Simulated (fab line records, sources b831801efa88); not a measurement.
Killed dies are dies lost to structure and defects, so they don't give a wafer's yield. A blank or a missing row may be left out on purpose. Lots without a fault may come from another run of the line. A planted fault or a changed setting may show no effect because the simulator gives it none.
Which tool did it? | flow sky130 | 12 lots, 36 wafers sampled, at 5 steps of a route of 708

WHAT THE GAUGES READ, wafer by wafer
SKY_LI_CONTACT_CD_MEAS_12: target cd 170 nm.
lot  | measured     | on        | cd_nm (nm)
L931 | day 30 19:29 | cd_sem-01 | 174.1 170.3 170.8
L933 | day 30 23:28 | cd_sem-02 | 170.6 170.8 170.8
L934 | day 31 12:31 | cd_sem-02 | 170.2 170.8 170.4
L935 | day 32 00:57 | cd_sem-02 | 169.7 169.1 170.1
L939 | day 33 00:47 | cd_sem-02 | 169.2 169.6 169.2
L942 | day 34 03:31 | cd_sem-01 | 146.9 148.2 148.2
L944 | day 34 14:48 | cd_sem-01 | 167.9 169.1 166.8
L945 | day 34 22:01 | cd_sem-02 | 169.4 168.4 169.3
L946 | day 35 02:03 | cd_sem-01 | 173.4 172.1 172.2
L947 | day 35 09:46 | cd_sem-02 | 168.6 170.3 169.8
L948 | day 35 16:30 | cd_sem-02 | 170.6 170.3 169.4
L951 | day 36 14:05 | cd_sem-01 | 169.0 169.4 170.5

SKY_LI_CONTACT_THK_MEAS_23: measures by xrf.
lot  | measured     | on            | LI_CONTACT_W_THK (nm)
L931 | day 30 20:28 | film_metro-01 | 412 409 403
L933 | day 31 00:34 | film_metro-01 | 403 406 406
L934 | day 31 13:28 | film_metro-04 | 414 417 409
L935 | day 32 01:54 | film_metro-04 | 408 404 404
L939 | day 33 01:45 | film_metro-01 | 400 398 402
L942 | day 34 04:40 | film_metro-01 | 396 399 399
L944 | day 34 15:46 | film_metro-04 | 413 416 408
L945 | day 34 22:59 | film_metro-04 | 411 412 416
L946 | day 35 03:02 | film_metro-04 | 407 413 412
L947 | day 35 10:45 | film_metro-01 | 412 407 413
L948 | day 35 17:31 | film_metro-01 | 406 402 401
L951 | day 36 15:02 | film_metro-03 | 406 402 398

SKY_LOCAL_INTERCONNECT_RS_MEAS_01: measures by four-point-probe.
lot  | measured     | on            | LOCAL_INTERCONNECT_TIN_RS (ohm/sq)
L931 | day 30 20:53 | film_metro-03 | 13.86 14.03 13.96
L933 | day 31 01:01 | film_metro-01 | 14.40 14.40 14.38
L934 | day 31 13:54 | film_metro-03 | 14.23 14.32 14.26
L935 | day 32 02:20 | film_metro-02 | 14.23 14.11 14.07
L939 | day 33 02:11 | film_metro-01 | 14.37 14.35 14.29
L942 | day 34 05:17 | film_metro-03 | 14.09 13.96 14.08
L944 | day 34 16:11 | film_metro-03 | 13.96 14.10 14.14
L945 | day 34 23:25 | film_metro-01 | 14.08 14.08 14.16
L946 | day 35 03:28 | film_metro-02 | 14.25 14.28 14.36
L947 | day 35 11:11 | film_metro-02 | 14.20 14.24 14.20
L948 | day 35 18:12 | film_metro-02 | 14.14 14.03 14.05
L951 | day 36 15:28 | film_metro-03 | 14.26 14.27 14.32

WHICH TOOL RAN EACH LOT (tool, then ch and the chambers of the sampled wafers, then the start)
lot  | SKY_LI_CONTACT_EXPOSE_09          | SKY_LI_CONTACT_SPUTTER_19
L931 | krf_scanner-02 ch 0, day 30 05:38 | pvd_sputter-01, day 30 20:04
L933 | krf_scanner-02 ch 0, day 30 10:19 | pvd_sputter-03, day 31 00:11
L934 | krf_scanner-01 ch 0, day 30 22:57 | pvd_sputter-03, day 31 13:05
L935 | krf_scanner-02 ch 0, day 31 11:59 | pvd_sputter-03, day 32 01:31
L939 | krf_scanner-01 ch 0, day 32 11:10 | pvd_sputter-04, day 33 01:22
L942 | krf_scanner-02 ch 0, day 33 14:03 | pvd_sputter-04, day 34 04:16
L944 | krf_scanner-02 ch 0, day 34 01:58 | pvd_sputter-04, day 34 15:23
L945 | krf_scanner-02 ch 0, day 34 09:10 | pvd_sputter-04, day 34 22:37
L946 | krf_scanner-02 ch 0, day 34 13:21 | pvd_sputter-01, day 35 02:40
L947 | krf_scanner-02 ch 0, day 34 20:19 | pvd_sputter-03, day 35 10:22
L948 | krf_scanner-02 ch 0, day 35 03:52 | pvd_sputter-01, day 35 17:07
L951 | krf_scanner-02 ch 0, day 36 01:13 | pvd_sputter-03, day 36 14:40
- SKY_LI_CONTACT_EXPOSE_09: exposes mask LICM1, target cd 170 nm.
- SKY_LI_CONTACT_SPUTTER_19: material Ti, target thk 20 nm, time 106.37 s.

WHAT THE TOOLS THEMSELVES READ (means of the sampled wafers that have a number; where no wafer has one, the mark that the record gives instead)
SKY_LI_CONTACT_EXPOSE_09.
lot  | tool           | focus_offset_nm (nm)
L931 | krf_scanner-02 | 0.4
L933 | krf_scanner-02 | -0.4
L934 | krf_scanner-01 | -0.4
L935 | krf_scanner-02 | -0.4
L939 | krf_scanner-01 | 0.1
L942 | krf_scanner-02 | 0.1
L944 | krf_scanner-02 | -0.5
L945 | krf_scanner-02 | -0.1
L946 | krf_scanner-02 | -0.2
L947 | krf_scanner-02 | -0.4
L948 | krf_scanner-02 | 0.5
L951 | krf_scanner-02 | 0.3

SKY_LI_CONTACT_SPUTTER_19.
lot  | tool           | throttle_valve_pct (%)
L931 | pvd_sputter-01 | 31.2
L933 | pvd_sputter-03 | 29.4
L934 | pvd_sputter-03 | 28.8
L935 | pvd_sputter-03 | 30.4
L939 | pvd_sputter-04 | 31.4
L942 | pvd_sputter-04 | 30.7
L944 | pvd_sputter-04 | 30.1
L945 | pvd_sputter-04 | 31.2
L946 | pvd_sputter-01 | 31.1
L947 | pvd_sputter-03 | 29.7
L948 | pvd_sputter-01 | 30.9
L951 | pvd_sputter-03 | 28.7

THE ANSWER, worked out from the rows above alone
Rule: what is usual is taken from the lots themselves. Put in order of their means at a reading, lots are off if they are a third of the lots or fewer, leave a main group of 4 or more, and stand apart from it by a gap of 3 or more times the standard deviation of the main group's means; of several such gaps the widest counts. A main group whose means are all the same, to the digits that the tables above print for the reading, isn't used. A lot without any number at a reading at which 4 lots or more have one is off too. The other lots that the step has rows for count as sound. The gauges are gone through in route order, then the tools' own readings, and for those a lot's mean is taken as printed above. The first step at which some lot is off is used, and at that step the reading that is off furthest; a lot without a number counts as furthest.
Off: L942, at SKY_LI_CONTACT_CD_MEAS_12 (cd_nm). The main group: mean 170.1 nm, standard deviation 1.2.
A tool fits if, at a process step before that reading, it ran every lot that is off, and no sound lot after the first of them. The gauges at SKY_LI_CONTACT_CD_MEAS_12 are tried like those tools. None of those tried fits.

WHAT THE SIMULATOR HAD PUT IN
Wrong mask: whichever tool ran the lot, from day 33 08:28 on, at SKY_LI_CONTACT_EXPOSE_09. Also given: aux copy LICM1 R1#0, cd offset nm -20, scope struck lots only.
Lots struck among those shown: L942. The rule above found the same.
